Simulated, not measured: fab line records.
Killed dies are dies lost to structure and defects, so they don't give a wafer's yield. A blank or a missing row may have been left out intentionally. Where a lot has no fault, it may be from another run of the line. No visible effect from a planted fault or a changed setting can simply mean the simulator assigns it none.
Which of the tools did it?    flow gf180mcu    10 lots with 30 wafers sampled at 2 steps, on a route of 602 steps

WHAT EACH GAUGE READ, for each wafer
GF_V2_RS_MEAS_24: the measuring method here is four-point-probe.
lot   measured      on             V2_W_RS (ohm/sq)
L163  day 20 06:45  film_metro-01  0.335 0.335 0.334
L168  day 22 15:29  film_metro-03  0.330 0.326 0.331
L170  day 23 05:51  film_metro-01  0.331 0.335 0.332
L172  day 24 02:01  film_metro-03  0.335 0.333 0.335
L175  day 24 15:40  film_metro-02  0.326 0.335 0.335
L177  day 25 08:14  film_metro-01  0.335 0.334 0.334
L178  day 25 15:55  film_metro-03  0.341 0.338 0.339
L182  day 26 19:56  film_metro-03  0.266 0.267 0.265 0.266 0.267 0.265
L183  day 27 06:37  film_metro-03  0.262 0.264 0.262 0.262 0.264 0.262
L186  day 27 21:53  film_metro-03  0.332 0.334 0.328

EACH LOT AND THE TOOL THAT RAN IT (in order: tool; ch and the chambers of the sampled wafers; start)
lot   GF_V2_CVD_23
L163  cvd_w-01 ch 0,1, day 20 06:37
L168  cvd_w-02 ch 0,1, day 22 15:21
L170  cvd_w-01 ch 0,1, day 23 05:44
L172  cvd_w-01 ch 0,1, day 24 01:55
L175  cvd_w-02 ch 1, day 24 15:34
L177  cvd_w-02 ch 1, day 25 08:00
L178  cvd_w-01 ch 0, day 25 15:48
L182  cvd_w-02 ch 0,1, day 26 19:37
L183  cvd_w-02 ch 0,1, day 27 06:30
L186  cvd_w-01 ch 0,1, day 27 21:46
- GF_V2_CVD_23: deposits W, target thk 350 nm, time 104.94 s.

THE ANSWER, worked out from the rows above alone
Rule: what is usual is taken from the lots themselves. The widest of any qualifying gaps counts: lots, ordered by their means at a reading, are off when they make up no more than a third of the lots, leave a main group of 4 or more, and stand apart from it by 3 or more times the standard deviation of that group's means. A main group whose means are all the same, to the digits that the tables above print for the reading, isn't used. Also off: a lot with no number at a reading for which 4 or more lots have one. The other lots that the step has rows for count as sound.
Off: L182, L183, at GF_V2_RS_MEAS_24 (V2_W_RS). Main group: mean 0.333 ohm/sq, sd 0.0028.
If a tool, at a process step before that reading, ran all the lots that are off and no sound lot after the first of them, it fits. Those tools and the gauges at GF_V2_RS_MEAS_24 are tried in the same way. One fits: cvd_w-02 at GF_V2_CVD_23. Its last sound lot is L177 (day 25 08:00), its first lot that is off L182 (day 26 19:37): a fault that began between those two fits.

WHAT THE SIMULATOR HAD PUT IN
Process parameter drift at GF_V2_CVD_23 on cvd_w-02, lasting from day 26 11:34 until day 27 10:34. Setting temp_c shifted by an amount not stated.
Lots struck among those shown: L182, L183. This agrees with what the rule above found.
